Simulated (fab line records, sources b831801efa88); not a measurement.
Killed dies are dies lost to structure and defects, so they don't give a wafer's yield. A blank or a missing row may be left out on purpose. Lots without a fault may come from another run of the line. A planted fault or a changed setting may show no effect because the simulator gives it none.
Which tool did it? | flow gf180mcu | 13 lots, 39 wafers sampled, at 3 steps of a route of 602

WHAT THE GAUGES READ, wafer by wafer
GF_MIM_THK_MEAS_06. Usual: MIM_CVD_05_THK 41.9 nm, standard deviation 0.63.
lot  | measured     | on            | MIM_CVD_05_THK (nm) | flag
L321 | day 24 07:05 | film_metro-02 | 41.5 41.1 42.1      |
L322 | day 24 17:33 | film_metro-03 | 41.7 42.8 42.7      |
L323 | day 25 02:54 | film_metro-02 | 40.7 41.2 41.8      |
L324 | day 25 04:11 | film_metro-03 | 41.8 43.0 41.9      |
L325 | day 25 21:31 | film_metro-02 | 40.9 40.8 41.8      |
L326 | day 26 02:56 | film_metro-03 | 41.0 41.0 42.5      |
L328 | day 27 05:05 | film_metro-03 | 41.6 41.1 41.5      |
L329 | day 27 07:04 | film_metro-02 | 42.1 42.3 42.4      |
L335 | day 29 00:42 | film_metro-03 | 41.8 42.1 42.7      |
L337 | day 29 12:37 | film_metro-02 | 41.8 41.6 42.0      |
L340 | day 30 09:53 | film_metro-01 | 41.4 42.4 41.6      |
L342 | day 31 00:13 | film_metro-03 | 41.7 41.5 42.1      |
L344 | day 31 06:54 | film_metro-01 | 41.8 40.7 42.0      |

WHICH TOOL RAN EACH LOT (tool, then ch and the chambers of the sampled wafers, then the start)
lot  | GF_HV_LDD_STRIP_22                   | GF_MIM_SPUTTER_00
L321 | plasma_asher-03 ch 0,1, day 10 16:42 | pvd_sputter-02, day 24 06:50
L322 | plasma_asher-03 ch 0,1, day 11 01:00 | pvd_sputter-02, day 24 17:18
L323 | plasma_asher-02 ch 0,1, day 11 05:00 | pvd_sputter-03, day 25 02:38
L324 | plasma_asher-02 ch 0,1, day 11 11:56 | pvd_sputter-02, day 25 03:56
L325 | plasma_asher-03 ch 0,1, day 12 01:32 | pvd_sputter-02, day 25 21:13
L326 | plasma_asher-02 ch 0,1, day 12 06:48 | pvd_sputter-02, day 26 02:38
L328 | plasma_asher-02 ch 0,1, day 13 06:38 | pvd_sputter-03, day 27 04:49
L329 | plasma_asher-02 ch 0,1, day 13 08:37 | pvd_sputter-03, day 27 06:48
L335 | plasma_asher-03 ch 0,1, day 15 05:20 | pvd_sputter-02, day 29 00:26
L337 | plasma_asher-03 ch 0,1, day 15 20:29 | pvd_sputter-01, day 29 12:21
L340 | plasma_asher-04 ch 0,1, day 16 19:57 | pvd_sputter-02, day 30 09:37
L342 | plasma_asher-02 ch 1, day 17 09:33   | pvd_sputter-03, day 30 23:56
L344 | plasma_asher-04 ch 0, day 17 22:38   | pvd_sputter-03, day 31 06:38
- GF_HV_LDD_STRIP_22: strips in O2/N2.
- GF_MIM_SPUTTER_00: material Ti, target thk 37.5 nm, time 150 s.

WHAT THE TOOLS THEMSELVES READ (means of the sampled wafers that have a number; where no wafer has one, the mark that the record gives instead)
GF_HV_LDD_STRIP_22. Usual: drypump_motor_current_A 5.91 A, standard deviation 0.28; heater_power_w 327 W, standard deviation 45; oes_product_au 0.716 a.u., standard deviation 0.0042; platen_temp_c 249.97 C, standard deviation 0.19; strip_time_to_endpoint_s 12.63 s, standard deviation 0.032.
lot  | tool            | drypump_motor_current_A (A) | heater_power_w (W) | oes_product_au (a.u.) | platen_temp_c (C) | strip_time_to_endpoint_s (s) | flag
L321 | plasma_asher-03 | 6.08                        | 291                | 0.712                 | 250.06            | 12.63                        |
L322 | plasma_asher-03 | 6.08                        | 294                | 0.719                 | 250.06            | 12.61                        |
L323 | plasma_asher-02 | 5.98                        | 351                | 0.713                 | 249.97            | 12.66                        |
L324 | plasma_asher-02 | 5.80                        | 367                | 0.714                 | 249.85            | 12.59                        |
L325 | plasma_asher-03 | 6.08                        | 293                | 0.716                 | 250.22            | 12.61                        |
L326 | plasma_asher-02 | 5.79                        | 371                | 0.715                 | 250.25            | 12.62                        |
L328 | plasma_asher-02 | 5.80                        | 368                | 0.715                 | 249.96            | 12.61                        |
L329 | plasma_asher-02 | 5.80                        | 369                | 0.715                 | 250.02            | 12.62                        |
L335 | plasma_asher-03 | 6.02                        | 277                | 0.716                 | 249.99            | 12.70                        |
L337 | plasma_asher-03 | 6.02                        | 275                | 0.718                 | 250.14            | 12.64                        |
L340 | plasma_asher-04 | 5.55                        | 338                | 0.716                 | 249.96            | 12.63                        |
L342 | plasma_asher-02 | 6.16                        | 336                | 0.713                 | 249.75            | 12.64                        |
L344 | plasma_asher-04 | 5.26                        | 315                | 0.713                 | 250.11            | 12.65                        |

GF_MIM_SPUTTER_00. Usual: throttle_valve_pct 30.2 %, standard deviation 1.3.
lot  | tool           | throttle_valve_pct (%) | flag
L321 | pvd_sputter-02 | 31.7                   |
L322 | pvd_sputter-02 | 31.7                   |
L323 | pvd_sputter-03 | 29.1                   |
L324 | pvd_sputter-02 | 31.0                   |
L325 | pvd_sputter-02 | 30.3                   |
L326 | pvd_sputter-02 | 31.6                   |
L328 | pvd_sputter-03 | 28.9                   |
L329 | pvd_sputter-03 | 29.4                   |
L335 | pvd_sputter-02 | 30.9                   |
L337 | pvd_sputter-01 | 29.9                   |
L340 | pvd_sputter-02 | 31.8                   |
L342 | pvd_sputter-03 | 29.6                   |
L344 | pvd_sputter-03 | 28.3                   |

THE ANSWER, worked out from the rows above alone
Rule: a lot is off if the mean of its wafers that have a number lies more than 3 standard deviations from the usual mean. A lot without any number at a reading at which 4 lots or more have one is off too. The other lots that the step has rows for count as sound. The gauges are gone through in route order, then the tools' own readings, and for those a lot's mean is taken as printed above. The first step at which some lot is off is used, and at that step the reading that is off furthest; a lot without a number counts as furthest.
No lot is off at any reading shown: from this, nothing can be told.

WHAT THE SIMULATOR HAD PUT IN
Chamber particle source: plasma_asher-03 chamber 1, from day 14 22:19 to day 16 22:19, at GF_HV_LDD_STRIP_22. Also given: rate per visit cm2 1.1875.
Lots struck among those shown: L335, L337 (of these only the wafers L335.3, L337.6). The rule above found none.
